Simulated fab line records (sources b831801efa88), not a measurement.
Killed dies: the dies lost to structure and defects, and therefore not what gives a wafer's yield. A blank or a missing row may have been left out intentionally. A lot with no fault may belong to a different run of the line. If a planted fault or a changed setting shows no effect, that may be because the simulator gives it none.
fab line records	flow sky130
record lots=14	wafers=42	lastDay=49
route steps=708 shown VIA3@596 METAL4@631 VIA4@640
lots that met no fault: from a run of the same line without faults
startH: hours from the record's opening day to when the first of the lot's shown wafers began	waitH: hours from the lot's prior step to this one	" as in the row above	L1.1+2: a row that stands for several wafers	- either no value or no given start	* or withheld: withheld	< > ~ a bound
route shown NAME@n: NAME is a module with steps in the file, n the number in the route of the first one	usual: the fault-free wafers' mean and standard deviation	same: alike in all rows	chamber/n: place in a boat	sites: per-site readings	_std_site: the standard deviation of these	_edge_site: outer sites' mean less inner sites'	radiusMm: how far each site lies from the wafer's centre	mask NAME#n: copy n	behind: the tool/chamber that last shaped the wafer	hold: why the lot was held/for how many hours/how that ended	device: the transistor (n, p or np) that didn't switch	end of line: at the end of the route, the tests of the same wafers	step lacking rows: just its recipe	killed: at the first sort, the dies lost to defects and structure; wafer yield is something else	map: per-die view of a wafer (x killed, . not killed, _ where there is no die)
set.NAME: the setting the step ran with; set.NAME@STEP: the setting that earlier step ran with	model.NAME: the simulator's own value behind a step, which no gauge read
one table for each step of the route and one row for each wafer, over a sample of lots
services: the hour from which a tool's chamber was out of use, counted from the record's first day as startH (under 0 if before that day), plus the number of hours and why
## steps
# step SKY_VIA3_THK_MEAS_23
# recipe thkMeasGauge=xrf	reads=W_of_VIA3_CVD_21
# usual VIA3_W_THK=397/5.6
lot.wafer	tool	chamber	startH	waitH	VIA3_W_THK[nm]
L122.2	filmMetro-02	-	941.32	0.1	400
L122.3	"	-	"	"	403
L122.6	"	-	"	"	405
L124.2	filmMetro-01	-	959.34	0.1	400
L124.3	"	-	"	"	401
L124.4	"	-	"	"	397
L125.2	filmMetro-01	-	968.76	0.1	399
L125.4	"	-	"	"	393
L125.6	"	-	"	"	396
L126.3	filmMetro-04	-	976.01	0.1	397
L126.4	"	-	"	"	394
L126.5	"	-	"	"	401
L128.2	filmMetro-01	-	1004.98	0.1	389
L128.3	"	-	"	"	393
L128.4	"	-	"	"	388
L130.3	filmMetro-04	-	1008.96	0.1	395
L130.4	"	-	"	"	394
L130.5	"	-	"	"	400
L131.2	filmMetro-02	-	1021.65	0.1	400
L131.4	"	-	"	"	402
L131.6	"	-	"	"	402
L132.1	filmMetro-02	-	1036.49	0.1	408
L132.2	"	-	"	"	411
L132.3	"	-	"	"	404
L133.3	filmMetro-04	-	1044.34	0.1	388
L133.5	"	-	"	"	397
L133.6	"	-	"	"	391
L135.1	filmMetro-04	-	1050.34	0.1	393
L135.4	"	-	"	"	395
L135.5	"	-	"	"	395
L136.2	filmMetro-02	-	1053.21	0.1	406
L136.4	"	-	"	"	400
L136.5	"	-	"	"	402
L137.1	filmMetro-02	-	1054.70	0.1	403
L137.3	"	-	"	"	402
L137.5	"	-	"	"	410
L138.3	filmMetro-04	-	1058.16	0.1	393
L138.4	"	-	"	"	389
L138.5	"	-	"	"	386
L139.1	filmMetro-01	-	1061.60	0.1	401
L139.2	"	-	"	"	400
L139.5	"	-	"	"	400
# step SKY_METAL4_DESCUM_15
# recipe chemistry=O2	sourcePowerW=150	biasPowerW=0	pressureMtorr=10	tempC=40	timeS=8
# usual drypumpMotorCurrentA=6.0/0.31	oesProductAu=1.004/0.0091
lot.wafer	tool	chamber	startH	waitH	drypumpMotorCurrentA	oesProductAu	rfHoursCounterH
L122.2	rieMetal-03	0	991.43	0.0	6.2	1.011	8
L122.3	"	0	"	"	6.2	1.015	-
L122.6	"	1	"	"	5.6	1.003	-
L124.2	rieMetal-01	0	1008.60	0.0	6.4	0.999	15
L124.3	"	1	"	"	5.8	0.996	-
L124.4	"	0	"	"	6.4	1.006	-
L125.2	rieMetal-03	0	1015.80	0.0	6.2	1.015	9
L125.4	"	0	"	"	6.2	1.002	-
L125.6	"	0	"	"	6.2	1.015	-
L126.3	rieMetal-03	1	1022.29	0.0	5.6	1.003	-
L126.4	"	0	"	"	6.2	1.014	-
L126.5	"	0	"	"	6.2	1.014	-
L128.2	rieMetal-01	1	1050.68	0.0	5.7	0.999	21
L128.3	"	1	"	"	5.8	0.998	-
L128.4	"	0	"	"	6.4	1.006	-
L130.3	rieMetal-02	0	1057.46	0.0	6.2	1.001	-
L130.4	"	1	"	"	5.7	0.991	-
L130.5	"	1	"	"	5.7	0.995	-
L131.2	rieMetal-03	1	1065.65	0.0	5.6	0.995	17
L131.4	"	0	"	"	6.2	1.007	-
L131.6	"	0	"	"	6.2	1.006	-
L132.1	rieMetal-01	0	1080.40	0.0	6.4	1.007	19
L132.2	"	1	"	"	5.8	1.005	23
L132.3	"	0	"	"	6.4	1.003	-
L133.3	rieMetal-03	0	1088.61	0.0	6.2	1.007	-
L133.5	"	1	"	"	5.6	1.015	-
L133.6	"	0	"	"	6.2	1.017	-
L135.1	rieMetal-01	0	1093.08	0.0	6.4	1.008	20
L135.4	"	0	"	"	6.4	1.002	-
L135.5	"	0	"	"	6.4	1.004	-
L136.2	rieMetal-02	1	1094.85	0.0	5.7	1.019	16
L136.4	"	1	"	"	5.7	0.996	-
L136.5	"	0	"	"	6.1	1.005	-
L137.1	rieMetal-03	1	1097.50	0.0	5.6	1.011	19
L137.3	"	1	"	"	5.6	1.008	-
L137.5	"	1	"	"	5.6	1.002	-
L138.3	rieMetal-02	1	1100.48	0.0	5.7	1.001	-
L138.4	"	0	"	"	6.2	1.001	-
L138.5	"	1	"	"	5.7	1.012	-
L139.1	rieMetal-01	0	1104.25	0.0	6.4	1.020	22
L139.2	"	0	"	"	6.4	1.023	-
L139.5	"	0	"	"	6.4	1.015	-
# step SKY_VIA4_THK_MEAS_01
# recipe reads=SiO2_of_VIA4_HDPCVD_00
# usual VIA4_HDPCVD_THK=1742/19
lot.wafer	tool	chamber	startH	waitH	VIA4_HDPCVD_THK[nm]
L122.2	filmMetro-01	-	992.55	0.1	1734
L122.3	"	-	"	"	1728
L122.6	"	-	"	"	1715
L124.2	filmMetro-02	-	1009.71	0.1	1768
L124.3	"	-	"	"	1761
L124.4	"	-	"	"	1743
L125.2	filmMetro-03	-	1016.91	0.1	1737
L125.4	"	-	"	"	1766
L125.6	"	-	"	"	1763
L126.3	filmMetro-03	-	1023.49	0.1	1721
L126.4	"	-	"	"	1709
L126.5	"	-	"	"	1721
L128.2	filmMetro-03	-	1051.79	0.1	1733
L128.3	"	-	"	"	1740
L128.4	"	-	"	"	1729
L130.3	filmMetro-03	-	1058.57	0.1	1760
L130.4	"	-	"	"	1769
L130.5	"	-	"	"	1771
L131.2	filmMetro-02	-	1066.76	0.1	1728
L131.4	"	-	"	"	1778
L131.6	"	-	"	"	1745
L132.1	filmMetro-01	-	1081.55	0.1	1766
L132.2	"	-	"	"	1746
L132.3	"	-	"	"	1758
L133.3	filmMetro-03	-	1089.73	0.1	1706
L133.5	"	-	"	"	1753
L133.6	"	-	"	"	1710
L135.1	filmMetro-02	-	1094.18	0.1	1758
L135.4	"	-	"	"	1713
L135.5	"	-	"	"	1731
L136.2	filmMetro-03	-	1096.18	0.1	1715
L136.4	"	-	"	"	1740
L136.5	"	-	"	"	1742
L137.1	filmMetro-01	-	1098.86	0.1	1709
L137.3	"	-	"	"	1708
L137.5	"	-	"	"	1715
L138.3	filmMetro-02	-	1101.63	0.1	1717
L138.4	"	-	"	"	1758
L138.5	"	-	"	"	1714
L139.1	filmMetro-01	-	1105.52	0.1	1732
L139.2	"	-	"	"	1747
L139.5	"	-	"	"	1735
# step SKY_VIA4_DEVELOP_10
# recipe resist=NOVOLAK	developer=TMAH	developTimeS=60	devTempC=23
# usual chillPlateTempC=22.97/0.12	developTimeS=60/0
lot.wafer	tool	chamber	startH	waitH	chillPlateTempC	developTimeS
L122.2	lithoTrack-02	0	1015.56	0.1	22.86	60
L122.3	"	0	"	"	22.88	60
L122.6	"	0	"	"	22.97	60
L124.2	lithoTrack-01	0	1032.25	0.1	22.99	60
L124.3	"	0	"	"	22.95	60
L124.4	"	0	"	"	23.04	60
L125.2	lithoTrack-02	0	1039.56	0.1	22.82	60
L125.4	"	0	"	"	22.80	60
L125.6	"	0	"	"	22.90	60
L126.3	lithoTrack-02	0	1046.08	0.1	22.95	60
L126.4	"	0	"	"	23.10	60
L126.5	"	0	"	"	22.95	60
L128.2	lithoTrack-01	0	1072.85	0.1	22.95	60
L128.3	"	0	"	"	22.94	60
L128.4	"	0	"	"	22.90	60
L130.3	lithoTrack-03	0	1080.04	0.1	23.02	60
L130.4	"	0	"	"	23.26	60
L130.5	"	0	"	"	23.13	60
L131.2	lithoTrack-02	0	1087.86	0.1	22.99	60
L131.4	"	0	"	"	22.92	60
L131.6	"	0	"	"	22.91	60
L132.1	lithoTrack-02	0	1101.93	0.1	22.92	60
L132.2	"	0	"	"	22.66	60
L132.3	"	0	"	"	22.87	60
L133.3	lithoTrack-01	0	1110.02	0.1	23.05	60
L133.5	"	0	"	"	22.87	60
L133.6	"	0	"	"	22.98	60
L135.1	lithoTrack-02	0	1111.68	0.1	22.98	60
L135.4	"	0	"	"	22.99	60
L135.5	"	0	"	"	22.87	60
L136.2	lithoTrack-01	0	1112.95	0.1	22.90	60
L136.4	"	0	"	"	23.01	60
L136.5	"	0	"	"	23.15	60
L137.1	lithoTrack-03	-	1115.39	0.1	-	-
L137.3	"	-	"	"	-	-
L137.5	"	-	"	"	-	-
L138.3	lithoTrack-02	-	1120.53	0.1	-	-
L138.4	"	-	"	"	-	-
L138.5	"	-	"	"	-	-
L139.1	lithoTrack-02	0	1125.28	0.1	23.10	60
L139.2	"	0	"	"	23.08	60
L139.5	"	0	"	"	23.02	60
## services
tool	chamber	startH	hours	kind
rieMetal-01	1	984.98	6.7	repair
rieMetal-03	-	1013.69	1.4	pm
rieMetal-02	-	1023.06	3.7	repair
rieMetal-02	-	1050.04	0.3	repair
rieMetal-01	1	1094.02	17.4	repair
rieMetal-01	0	1110.66	6.3	repair
rieMetal-01	1	1116.98	-	clean
rieMetal-01	1	1116.98	16.2	scheduledDown
rieMetal-01	1	1116.98	16.2	ventCycle
## key
firstSign step=SKY_VIA4_DEVELOP_10	reading=toolRecord	direction=missing
effect none on later readings
metAt SKY_VIA4_DEVELOP_10
struckLots L137,L138
laterRowsLeftOut L137.1,L137.3,L137.5,L138.3,L138.4,L138.5
sortLeftOut L137.1,L137.3,L137.5,L138.3,L138.4,L138.5
notActingAt SKY_VIA3_THK_MEAS_23,SKY_METAL4_DESCUM_15,SKY_VIA4_THK_MEAS_01
onsetBetween 1111.68 1115.39
fault kind=skippedStepWhole	tool=lithoTrack-02,lithoTrack-03	chamber=-	onsetH=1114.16	steps=SKY_VIA4_DEVELOP_10	scope=struckLotsOnly
# sortLeftOut: the simulated sort isn't trusted on such a fault, so these wafers' sort isn't shown, and their yield isn't known
# laterRowsLeftOut: the simulator's readings of these wafers behind a module that went badly wrong aren't trusted and aren't shown, but for the sort
